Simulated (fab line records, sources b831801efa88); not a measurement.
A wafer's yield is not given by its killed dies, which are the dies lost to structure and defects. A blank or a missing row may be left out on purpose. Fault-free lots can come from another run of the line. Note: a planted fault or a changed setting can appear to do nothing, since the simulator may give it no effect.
Which tool was responsible?    flow sky130    72 wafers from 24 lots sampled at 6 of the route's 708 steps

== WHAT EACH GAUGE READ, for each wafer ==
SKY_VIA1_BOW_MEAS_03.
lot   measured      on             VIA1_BOW (um)
L074  day 32 19:42  film_metro-03  82 92 79
L075  day 33 03:22  film_metro-03  76 76 82
L076  day 34 11:34  film_metro-03  78 74 66
L077  day 34 14:58  film_metro-03  96 84 88
L079  day 34 17:27  film_metro-03  83 84 81
L080  day 34 18:31  film_metro-02  89 73 76
L078  day 34 18:23  film_metro-03  75 84 74
L081  day 34 22:37  film_metro-03  86 89 83
L082  day 35 10:16  film_metro-02  82 86 81
L083  day 35 19:20  film_metro-02  85 89 71
L085  day 36 07:22  film_metro-02  81 75 78
L084  day 36 08:07  film_metro-03  67 77 93
L086  day 36 20:28  film_metro-03  74 71 68
L089  day 38 02:23  film_metro-01  78 74 75
L087  day 38 03:29  film_metro-01  82 78 80
L088  day 38 03:59  film_metro-02  83 70 80
L090  day 38 06:28  film_metro-01  83 85 91
L091  day 38 09:29  film_metro-03  74 85 76
L092  day 38 12:54  film_metro-03  62 72 70
L093  day 38 15:20  film_metro-01  77 83 73
L094  day 39 05:30  film_metro-02  68 87 84
L095  day 39 09:47  film_metro-03  83 86 85
L096  day 39 13:14  film_metro-02  82 89 82
L097  day 39 17:38  film_metro-01  85 67 85

SKY_VIA1_RS_MEAS_22: the measuring method here is four-point-probe.
lot   measured      on             VIA1_W_RS (ohm/sq)
L074  day 33 23:36  film_metro-02  0.421 0.421 0.418
L075  day 34 06:54  film_metro-03  0.427 0.430 0.425
L076  day 35 15:31  film_metro-02  0.430 0.432 0.432
L077  day 35 18:19  film_metro-02  0.428 0.426 0.426
L079  day 35 20:29  film_metro-03  0.424 0.423 0.424
L080  day 35 22:10  film_metro-01  0.435 0.433 0.425
L078  day 35 20:52  film_metro-03  0.436 0.434 0.426
L081  day 36 02:47  film_metro-03  0.424 0.428 0.427
L082  day 36 13:48  film_metro-01  0.424 0.421 0.426
L083  day 36 22:04  film_metro-03  0.430 0.423 0.430
L085  day 37 09:42  film_metro-03  0.431 0.424 0.425
L084  day 37 10:54  film_metro-03  0.422 0.420 0.420
L086  day 37 23:23  film_metro-02  0.430 0.429 0.419
L089  day 39 04:47  film_metro-03  0.427 0.428 0.422
L087  day 39 05:43  film_metro-01  0.425 0.421 0.421
L088  day 39 06:11  film_metro-03  0.429 0.423 0.423
L090  day 39 08:44  film_metro-02  0.423 0.423 0.421
L091  day 39 10:47  film_metro-03  0.425 0.425 0.420
L092  day 39 13:47  film_metro-01  0.427 0.427 0.429
L093  day 39 15:23  film_metro-02  0.431 0.429 0.434
L094  day 40 06:41  film_metro-02  0.422 0.422 0.425
L095  day 40 11:27  film_metro-02  0.428 0.425 0.428
L096  day 40 15:04  film_metro-01  0.423 0.420 0.424
L097  day 40 18:23  film_metro-01  0.418 0.421 0.419

SKY_METAL2_OVL_MEAS_16.
lot   measured      on          METAL2_OVL (nm)
L074  day 35 03:35  overlay-01  6 3 2
L075  day 35 10:59  overlay-01  0 6 5
L076  day 36 18:13  overlay-02  11 10 14
L077  day 36 20:20  overlay-02  -3 -1 -4
L079  day 36 23:08  overlay-02  -4 2 3
L080  day 37 00:07  overlay-02  -2 -5 2
L078  day 36 23:46  overlay-01  -9 -2 -5
L081  day 37 05:32  overlay-02  7 -1 -5
L082  day 37 20:25  overlay-01  0 6 -2
L083  day 38 00:47  overlay-01  -8 -2 -2
L085  day 38 11:56  overlay-02  -5 -7 1
L084  day 38 12:56  overlay-02  -5 -2 -4
L086  day 39 01:14  overlay-01  6 -1 4
L089  day 40 07:32  overlay-02  -7 -5 -1
L087  day 40 08:32  overlay-01  6 1 7
L088  day 40 08:53  overlay-02  -8 -3 -8
L090  day 40 10:29  overlay-01  14 7 7
L091  day 40 11:59  overlay-02  -1 -2 -5
L092  day 40 14:26  overlay-02  3 -4 4
L093  day 40 16:45  overlay-01  15 17 20
L094  day 41 07:23  overlay-02  3 9 5
L095  day 41 12:59  overlay-01  5 3 1
L096  day 41 16:31  overlay-02  8 -1 11
L097  day 41 19:34  overlay-01  3 10 12

== EACH LOT AND THE TOOL THAT RAN IT (in order: tool; ch and the chambers of the sampled wafers; start) ==
lot   SKY_LI_CONTACT_CMP_02          SKY_VIA1_STRIP_16                     SKY_VIA1_SPUTTER_20
L074  cmp-02 ch 0,3, day 27 21:37    plasma_asher-01 ch 0,1, day 33 22:25  pvd_sputter-01, day 33 23:26
L075  cmp-01 ch 1,2,3, day 28 07:27  plasma_asher-03 ch 0,1, day 34 06:08  pvd_sputter-04, day 34 06:44
L076  cmp-02 ch 0,2, day 29 15:51    plasma_asher-02 ch 0,1, day 35 14:45  pvd_sputter-01, day 35 15:22
L077  cmp-02 ch 0,2,3, day 29 19:19  plasma_asher-01 ch 0,1, day 35 17:33  pvd_sputter-03, day 35 18:08
L079  cmp-01 ch 0,1,2, day 29 20:33  plasma_asher-02 ch 0,1, day 35 19:44  pvd_sputter-04, day 35 20:20
L080  cmp-02 ch 0,2, day 29 20:40    plasma_asher-02 ch 0,1, day 35 21:20  pvd_sputter-04, day 35 22:01
L078  cmp-01 ch 1,2,3, day 29 20:48  plasma_asher-01 ch 0,1, day 35 20:05  pvd_sputter-03, day 35 20:43
L081  cmp-02 ch 1,2,3, day 30 03:48  plasma_asher-02 ch 0,1, day 36 01:41  pvd_sputter-04, day 36 02:38
L082  cmp-02 ch 0,1,3, day 30 14:44  plasma_asher-02 ch 0,1, day 36 13:03  pvd_sputter-04, day 36 13:38
L083  cmp-01 ch 0,3, day 30 23:24    plasma_asher-02 ch 0,1, day 36 21:19  pvd_sputter-01, day 36 21:54
L085  cmp-01 ch 1,2,3, day 31 12:06  plasma_asher-03 ch 0,1, day 37 08:49  pvd_sputter-03, day 37 09:29
L084  cmp-02 ch 0,1, day 31 12:19    plasma_asher-03 ch 0,1, day 37 10:03  pvd_sputter-01, day 37 10:45
L086  cmp-01 ch 0,1,2, day 32 01:49  plasma_asher-02 ch 0,1, day 37 22:36  pvd_sputter-03, day 37 23:14
L089  cmp-02 ch 0,1,3, day 33 11:08  plasma_asher-02 ch 0,1, day 39 03:57  pvd_sputter-01, day 39 04:37
L087  cmp-01 ch 1,2,3, day 33 11:23  plasma_asher-03 ch 0,1, day 39 04:54  pvd_sputter-03, day 39 05:33
L088  cmp-02 ch 0,1,2, day 33 13:12  plasma_asher-02 ch 0,1, day 39 05:22  pvd_sputter-04, day 39 06:00
L090  cmp-02 ch 0,2,3, day 33 14:30  plasma_asher-02 ch 0,1, day 39 07:58  pvd_sputter-03, day 39 08:34
L091  cmp-01 ch 0,1,3, day 33 17:05  plasma_asher-01 ch 0,1, day 39 10:01  pvd_sputter-01, day 39 10:35
L092  cmp-01 ch 1,3, day 33 21:02    plasma_asher-01 ch 0,1, day 39 13:02  pvd_sputter-01, day 39 13:36
L093  cmp-01 ch 1,3, day 34 00:22    plasma_asher-03 ch 0,1, day 39 14:34  pvd_sputter-04, day 39 15:11
L094  cmp-02 ch 1,3, day 34 08:56    plasma_asher-03 ch 0,1, day 40 05:50  pvd_sputter-04, day 40 06:31
L095  cmp-02 ch 2,3, day 34 19:28    plasma_asher-02 ch 0,1, day 40 10:41  pvd_sputter-03, day 40 11:17
L096  cmp-02 ch 0,1,2, day 35 01:39  plasma_asher-01 ch 0,1, day 40 13:53  pvd_sputter-04, day 40 14:51
L097  cmp-02 ch 0,1,2, day 35 05:44  plasma_asher-02 ch 0,1, day 40 17:38  pvd_sputter-03, day 40 18:14
- SKY_LI_CONTACT_CMP_02: polishes PSG.
- SKY_VIA1_STRIP_16: strips in O2/N2.
- SKY_VIA1_SPUTTER_20: material TiN, target thk 20 nm, time 80 s.

== WHAT THE TOOLS THEMSELVES READ (means of the sampled wafers that have a number; where no wafer has one, the mark that the record gives instead) ==
SKY_LI_CONTACT_CMP_02.
lot   tool    motor_current_A (A)  time_to_endpoint_s (s)
L074  cmp-02  11.5                 30.5
L075  cmp-01  12.7                 31.1
L076  cmp-02  11.6                 31.7
L077  cmp-02  12.0                 36.8
L079  cmp-01  13.6                 31.1
L080  cmp-02  11.9                 34.4
L078  cmp-01  12.4                 30.2
L081  cmp-02  10.7                 35.1
L082  cmp-02  10.8                 32.4
L083  cmp-01  12.7                 33.0
L085  cmp-01  12.4                 33.2
L084  cmp-02  11.3                 34.7
L086  cmp-01  13.3                 30.5
L089  cmp-02  10.8                 33.3
L087  cmp-01  12.6                 30.9
L088  cmp-02  11.1                 29.9
L090  cmp-02  11.6                 34.3
L091  cmp-01  13.1                 33.1
L092  cmp-01  12.9                 31.3
L093  cmp-01  12.2                 34.0
L094  cmp-02  10.7                 34.3
L095  cmp-02  11.9                 30.3
L096  cmp-02  11.2                 30.9
L097  cmp-02  11.1                 32.4

SKY_VIA1_STRIP_16.
lot   tool             chamber_pressure_mTorr (mTorr)  drypump_motor_current_A (A)  oes_product_au (a.u.)  strip_time_to_endpoint_s (s)
L074  plasma_asher-01  1500.1                          5.1                          0.415                  4.396
L075  plasma_asher-03  1500.2                          5.7                          0.412                  4.358
L076  plasma_asher-02  1499.9                          5.9                          0.418                  4.399
L077  plasma_asher-01  1499.2                          5.2                          0.411                  4.374
L079  plasma_asher-02  1500.3                          6.0                          0.415                  4.392
L080  plasma_asher-02  1500.4                          5.8                          0.414                  4.396
L078  plasma_asher-01  1500.8                          5.1                          0.410                  4.343
L081  plasma_asher-02  1499.9                          5.8                          0.411                  4.366
L082  plasma_asher-02  1500.7                          5.8                          0.408                  4.387
L083  plasma_asher-02  1499.0                          5.9                          0.412                  4.369
L085  plasma_asher-03  1499.8                          5.7                          0.412                  4.372
L084  plasma_asher-03  1499.3                          5.7                          0.410                  4.351
L086  plasma_asher-02  1499.6                          6.0                          0.414                  4.409
L089  plasma_asher-02  1500.4                          6.0                          0.417                  4.383
L087  plasma_asher-03  1499.1                          5.5                          0.412                  4.388
L088  plasma_asher-02  1499.5                          5.9                          0.414                  4.385
L090  plasma_asher-02  1500.4                          5.8                          0.412                  4.375
L091  plasma_asher-01  1499.8                          5.1                          0.416                  4.374
L092  plasma_asher-01  1498.5                          5.1                          0.414                  4.392
L093  plasma_asher-03  1500.3                          5.7                          0.413                  4.378
L094  plasma_asher-03  1500.4                          5.7                          0.409                  4.397
L095  plasma_asher-02  1498.5                          5.8                          0.415                  4.393
L096  plasma_asher-01  1499.8                          5.1                          0.410                  4.359
L097  plasma_asher-02  1499.1                          5.8                          0.413                  4.394

SKY_VIA1_SPUTTER_20.
lot   tool            throttle_valve_pct (%)
L074  pvd_sputter-01  29.2
L075  pvd_sputter-04  29.2
L076  pvd_sputter-01  30.4
L077  pvd_sputter-03  31.7
L079  pvd_sputter-04  29.3
L080  pvd_sputter-04  29.5
L078  pvd_sputter-03  30.9
L081  pvd_sputter-04  29.6
L082  pvd_sputter-04  29.6
L083  pvd_sputter-01  29.5
L085  pvd_sputter-03  30.2
L084  pvd_sputter-01  29.7
L086  pvd_sputter-03  31.2
L089  pvd_sputter-01  29.8
L087  pvd_sputter-03  30.3
L088  pvd_sputter-04  29.4
L090  pvd_sputter-03  30.3
L091  pvd_sputter-01  30.4
L092  pvd_sputter-01  29.9
L093  pvd_sputter-04  29.5
L094  pvd_sputter-04  29.7
L095  pvd_sputter-03  30.3
L096  pvd_sputter-04  29.8
L097  pvd_sputter-03  31.0

== THE ANSWER, worked out from the rows above alone ==
Rule: the usual values come from the lots themselves. Put in order of their means at a reading, lots are off if they are a third of the lots or fewer, leave a main group of 4 or more, and stand apart from it by a gap of 3 or more times the standard deviation of the main group's means; of several such gaps the widest counts. A main group is skipped when, at the precision printed for the reading in the tables above, its means are all equal. A lot without any number at a reading at which 4 lots or more have one is off too. Any other lot the step has rows for is counted as sound. After the gauges, taken in route order, come the tools' own readings; for these a lot's mean is taken, as printed above. The first step at which some lot is off is used, and at that step the reading that is off furthest; a lot without a number counts as furthest.
No lot is off on any of the readings shown, so nothing can be concluded from this.

== WHAT HAD BEEN PUT IN BY THE SIMULATOR ==
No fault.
